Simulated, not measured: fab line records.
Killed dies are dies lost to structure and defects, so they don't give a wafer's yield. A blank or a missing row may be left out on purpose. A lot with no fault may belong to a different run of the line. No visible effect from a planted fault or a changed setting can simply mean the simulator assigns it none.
A single fault, viewed from 2 desks / flow gf180mcu / each desk has only its own numbers; what lay behind them comes last

== THE TOOL OWNER'S DESK: pvdSputter-04 ==
The tool's own readings at GF_M4_SPUTTER_01 (material TiN, target thk 30 nm, time 25 s): means of the sampled wafers that have a number, for each lot that ran on this tool. Any lot whose mean is over 4 standard deviations away from the usual mean is out of limits and marked OUT; that distance is given in the brackets.
Columns: A = throttleValvePct at GF_M4_SPUTTER_01, usual 30.3 %
lot=L169; first seen here=day 22 05:39; A=30.1
lot=L188; first seen here=day 28 18:16; A=30.5
lot=L191; first seen here=day 29 16:50; A=30.8
This desk's finding: nothing out of limits on any of the 3 lots.

== THE METROLOGY DESK ==
Lot by lot, what the gauges showed, no matter which tool ran the lot: averages of those sampled wafers that carry a number. Any lot whose mean is over 4 standard deviations away from the usual mean is out of limits and marked OUT; that distance is given in the brackets.
Columns: A = V3_W_RS at GF_V3_RS_MEAS_24, usual 0.327 ohm/sq; B = V3_W_THK at GF_V3_THK_MEAS_25, usual 351 nm
lot=L169; first seen here=day 22 05:05; A=0.327; B=356
lot=L172; first seen here=day 23 15:04; A=0.327; B=353
lot=L176; first seen here=day 25 04:38; A=0.326; B=345
lot=L180; first seen here=day 26 08:32; A=0.330; B=352
lot=L188; first seen here=day 28 17:43; A=0.326; B=355
lot=L191; first seen here=day 29 16:16; A=0.327; B=351
This desk's finding: nothing out of limits on any of the 6 lots.

== BROUGHT TOGETHER ==
Nothing out of limits was seen by the tool owner's desk.
At the metrology desk, nothing out of limits was observed.

== WHAT THE SIMULATOR HAD PUT IN ==
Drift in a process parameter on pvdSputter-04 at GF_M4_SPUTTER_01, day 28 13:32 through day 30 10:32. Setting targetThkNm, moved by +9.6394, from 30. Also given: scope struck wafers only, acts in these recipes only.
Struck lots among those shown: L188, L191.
